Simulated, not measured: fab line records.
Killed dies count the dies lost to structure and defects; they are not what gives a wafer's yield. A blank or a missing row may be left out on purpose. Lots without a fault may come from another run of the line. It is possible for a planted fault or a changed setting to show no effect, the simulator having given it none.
2 desks looking at one fault + flow sky130 + only its own numbers are on each desk; what lay behind them is given at the end

== AT THE METROLOGY DESK ==
What the gauges read, lot by lot, whatever tool the lot ran on: means of the sampled wafers that have a number. Marked OUT: a lot whose mean sits more than 4 standard deviations from the usual mean, which makes it out of limits; the brackets give that distance.
Columns: A = PASSIVATION_CVD_02_THK at SKY_PASSIVATION_THK_MEAS_03, usual 537 nm
| lot  | first seen here | A   |
|------|-----------------|-----|
| L215 | day 43 07:30    | 541 |
| L218 | day 44 20:31    | 545 |
| L219 | day 46 00:07    | 533 |
| L223 | day 46 14:56    | 540 |
| L222 | day 46 17:10    | 536 |
| L224 | day 46 17:48    | 535 |
| L225 | day 46 19:29    | 532 |
| L227 | day 47 13:46    | 534 |
| L234 | day 48 22:25    | 537 |
| L235 | day 48 23:39    | 530 |
| L237 | day 49 08:56    | 545 |
| L238 | day 49 15:04    | 542 |
This desk's verdict: no lot among the 12 shows anything out of limits.

== FOR THE TOOL OWNER'S DESK: pvd_sputter-04 ==
The tool's own readings at SKY_METAL3_SPUTTER_02 (material AlCu, target thk 735 nm, time 39.1 s): means of the sampled wafers that have a number, for each lot that ran on this tool. Marked OUT: a lot whose mean sits more than 4 standard deviations from the usual mean, which makes it out of limits; the brackets give that distance.
Columns: A = throttle_valve_pct at SKY_METAL3_SPUTTER_02, usual 29.9 %
| lot  | first seen here | A    |
|------|-----------------|------|
| L222 | day 39 16:36    | 30.6 |
| L234 | day 42 11:26    | 30.5 |
| L235 | day 42 13:08    | 29.9 |
This desk's verdict: no lot among the 3 shows anything out of limits.

== BROUGHT TOGETHER ==
The metrology desk saw nothing out of limits.
The tool owner's desk saw nothing out of limits.

== WHAT THE SIMULATOR HAD INSERTED ==
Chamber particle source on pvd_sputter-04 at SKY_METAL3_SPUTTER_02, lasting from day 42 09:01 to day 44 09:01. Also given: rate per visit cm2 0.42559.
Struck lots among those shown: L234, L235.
